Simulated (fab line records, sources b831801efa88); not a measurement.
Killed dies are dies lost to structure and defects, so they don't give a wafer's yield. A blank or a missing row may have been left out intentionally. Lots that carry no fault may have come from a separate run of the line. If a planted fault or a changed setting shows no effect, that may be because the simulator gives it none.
Struck lot and sound lot, side by side :: flow sky130 :: 15 out of 708 route steps
Sound: wafers L551.1, L551.5, L551.6. Struck: wafer L559.2. (L559.4, L559.5 of the same lot were not struck and are left out.) The cause comes at the end.
Order at every step that has rows: each side's tool, ch and its chambers, its first start. Under that, the readings that differ: sound wafers :: struck wafers :: difference of the means :: sigmas: that difference in standard deviations of wafers without a fault.
alike: a reading whose means differ by less than 2 such deviations, as well as words and numbers matching on both sides. not compared: withheld readings; readings where some wafer has no value; bounds like >300 that might hide an equal value; numbers whose values overlap and for which the record gives no deviation.
A row with sigmas, a row that says differs or no value, or rows on one side alone: a step with any of these is where the two part. Non-overlapping numbers with no deviation appear without sigmas and do not part them. A reading that every wafer of one side lacks parts them only if that side has two wafers or more.

first, 1 step without rows for these wafers: SKY_METAL1_DEVELOP_14 (develop time 60 s).
SKY_METAL1_CD_MEAS_15 targets a cd of 140 nm.
  struck on cd_sem-01, day 35 21:53; sound on cd_sem-01, day 33 07:56
reading: cd_nm (nm)
sound: 139.3 138.3 139.7
struck: 142.9
difference: +3.8
sigmas: +3
SKY_METAL1_OVL_MEAS_16:
  struck on overlay-01, day 35 21:59; sound on overlay-02, day 33 08:04
  alike: METAL1_OVL
SKY_METAL1_DESCUM_17: chemistry O2, time 8 s.
  sound on rie_metal-03 ch 0,1, day 33 08:05; struck on rie_metal-01 ch 0, day 35 22:01
  alike: drypump_motor_current_A, oes_product_au
  not compared: rf_hours_counter_h
SKY_METAL1_ETCH_18: etches BARC in N2/H2, stops on SiO2, time 45.9 s, target depth 60 nm.
  sound on rie_metal-03 ch 0,1, day 33 08:07; struck on rie_metal-01 ch 0, day 35 22:03
  alike: drypump_motor_current_A, oes_product_au, throttle_valve_pct
  not compared: rf_hours_counter_h
SKY_METAL1_METAL_ETCH_19: etches the open film in Cl2/BCl3, stops on SiO2, target depth 360 nm, time 78 s.
  sound on rie_metal-03 ch 0,1, day 33 08:11; struck on rie_metal-01 ch 0, day 35 22:07
reading: throttle_valve_pct (%)
sound: 22.252 22.260 22.248
struck: 22.273
difference: +0.020
sigmas: +2
  alike: drypump_motor_current_A, oes_product_au
  not compared: rf_hours_counter_h
SKY_METAL1_STRIP_20: strips in O2/N2.
  sound on plasma_asher-04 ch 0,1, day 33 08:17; struck on plasma_asher-03 ch 0, day 35 22:12
  alike: drypump_motor_current_A, oes_product_au, strip_time_to_endpoint_s
  not compared: rf_hours_counter_h
then, 4 steps without rows for these wafers: SKY_METAL1_STRIP_21 (strips in post etch residue remover, time 1200 s); SKY_METAL1_CLEAN_22 (cleans in IPA, time 180 s); SKY_METAL1_CLEAN_23 (cleans in O3/DIW); SKY_VIA1_HDPCVD_00 (deposits SiO2, target thk 1030 nm, time 171.7 s).
SKY_VIA1_THK_MEAS_01:
  struck on film_metro-02, day 35 22:55; sound on film_metro-01, day 33 09:00
reading: VIA1_HDPCVD_THK (nm)
sound: 1030 1015 1032
struck: 1054
difference: +28
sigmas: +2
SKY_VIA1_CMP_02: polishes SiO2.
  sound on cmp-01 ch 0,1,3, day 33 09:13; struck on cmp-01 ch 1, day 35 23:05
reading: platen_rpm (rpm)
sound: 60.07 59.95 60.00
struck: 54.04
difference: -5.97
sigmas: -99 or more
  alike: edge_zone_pressure_frac, motor_current_A, slurry_flow_ml_min
SKY_VIA1_BOW_MEAS_03:
  struck on film_metro-03, day 35 23:21; sound on film_metro-01, day 33 09:22
  alike: VIA1_BOW
-- the record jumps here: 12 days lie between the struck wafers' starts before and after (it left off in module VIA1 and takes up again in module PAD_OPEN, whose first step shown is number 708 of the route) --
SKY_PAD_OPEN_PROBE_99:
  struck on prober-02, day 48 04:07; sound on prober-01, day 46 04:50
  alike: killed_at_M0_to_M3, killed_at_M4_up, killed_at_contacts, killed_at_front_end, killed_at_other, killed_dies, killed_on_rim, killed_open, killed_short

## WHERE THEY PART
First at SKY_METAL1_CD_MEAS_15; last, within this record, at SKY_VIA1_CMP_02. Later steps at which nothing parts them and some readings are alike: SKY_VIA1_BOW_MEAS_03, SKY_PAD_OPEN_PROBE_99.

WHY: what had been put in by the simulator
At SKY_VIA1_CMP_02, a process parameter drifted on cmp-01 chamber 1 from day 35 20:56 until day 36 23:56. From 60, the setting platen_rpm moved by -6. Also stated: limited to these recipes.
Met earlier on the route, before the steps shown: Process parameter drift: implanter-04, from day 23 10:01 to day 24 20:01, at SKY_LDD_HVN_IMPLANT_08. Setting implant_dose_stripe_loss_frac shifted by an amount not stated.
